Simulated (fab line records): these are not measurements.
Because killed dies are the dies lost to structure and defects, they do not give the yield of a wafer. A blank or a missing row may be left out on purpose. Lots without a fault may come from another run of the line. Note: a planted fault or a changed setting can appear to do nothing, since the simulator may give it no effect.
Struck lot and sound lot, side by side | flow gf180mcu | 15 out of 602 route steps
Sound: wafers L121.1, L121.3, L121.6. Wafers struck: L111.1, L111.2, L111.4. The cause is named last.
For every step that has rows: the tool of each side, followed by ch and its chambers, followed by its first start. Under that, the readings that differ: sound wafers | struck wafers | difference of the means | sigmas: that difference in standard deviations of wafers without a fault.
alike: words and numbers the same on both sides, and readings whose means are apart by under 2 such deviations; not compared: readings that were withheld, readings missing a value for some wafer, numbers with overlapping values and no deviation given by the record, and bounds like >300 which may hide the same value.
A row with sigmas, a row that says differs or no value, or rows on one side alone: a step with any of these is where the two part. Numbers that don't overlap but have no deviation are shown without sigmas and don't part them. A reading missing from all wafers of one side parts the sides only when that side holds two or more wafers.

GF_MIM_STRIP_20: strips in O2/N2.
  sound on plasma_asher-02 ch 0,1, day 30 07:58; struck on plasma_asher-02 ch 0,1, day 27 12:59
  alike: drypump_motor_current_A, heater_power_w, o2_flow_sccm, oes_product_au, strip_time_to_endpoint_s
  not compared: rf_hours_counter_h
then, 9 steps without rows for these wafers: GF_MIM_STRIP_21 (strips in post etch residue remover, time 1200 s); GF_MIM_CLEAN_22 (cleans in DIW); GF_M5_DEHYDRATE_00 (time 60 s); GF_M5_HMDS_01 (prime time 60 s); GF_M5_COAT_02 (resist thk 1000 nm); GF_M5_SOFTBAKE_03 (time 60 s); GF_M5_EXPOSE_04 (exposes mask Metal5, target cd 280 nm); GF_M5_PEB_05 (peb time 90 s); GF_M5_DEVELOP_06 (develop time 60 s).
GF_M5_CD_MEAS_07 targets a cd of 280 nm.
  struck on cd_sem-02, day 28 08:49; sound on cd_sem-02, day 31 02:14
  alike: cd_nm
GF_M5_OVL_MEAS_08:
  struck on overlay-02, day 28 08:56; sound on overlay-02, day 31 02:21
  alike: M5_OVL
GF_M5_ETCH_09: etches Si3N4 in CF4/O2, target depth 52 nm, time 11.6 s.
  sound on rie_diel-02 ch 2,3, day 31 02:23; struck on rie_diel-04 ch 1,2,3, day 28 08:59
  reading                             | sound             | struck            | difference | sigmas
  oes_product_au (a.u.)               | 1.003 0.997 1.008 | 0.908 0.896 0.906 | -0.099     | -10
  rf_fwd_power_W (W)                  | 778 781 780       | 650 664 662       | -121       | -29
  throttle_valve_pct (%)              | 5.973 5.956 5.971 | 5.944 5.933 5.937 | -0.029     | -3
  model.etch.depth_nm (nm)            | 52.35 51.52 52.13 | 44.86 43.38 43.73 | -8.01      |
  model.KrF_of_M5_COAT_02.thk_nm (nm) | 945.8 947.7 947.1 | 956.2 957.1 956.7 | +9.8       |
  alike: drypump_motor_current_A
  not compared: rf_hours_counter_h
GF_M5_METAL_ETCH_10: etches the open film in Cl2/BCl3, stops on SiO2, target depth 750.8 nm, time 125.1 s.
  sound on rie_metal-04 ch 0,1, day 31 02:25; struck on rie_metal-01 ch 0, day 28 09:00
  alike: bcl3_flow_sccm, drypump_motor_current_A, he_backside_leak_sccm, oes_product_au, rf_fwd_power_W, throttle_valve_pct
  not compared: rf_hours_counter_h
following that, these wafers have no rows for 1 step: GF_PASSIVATION_PROBE_99.

== WHERE THEY PART ==
Only at GF_M5_ETCH_09, as far as this record shows. Later steps at which nothing parts them and some readings are alike: GF_M5_METAL_ETCH_10.

WHY: the cause the simulator had injected
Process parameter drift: rie_diel-04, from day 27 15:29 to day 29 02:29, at GF_M5_ETCH_09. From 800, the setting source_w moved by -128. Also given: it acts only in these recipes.
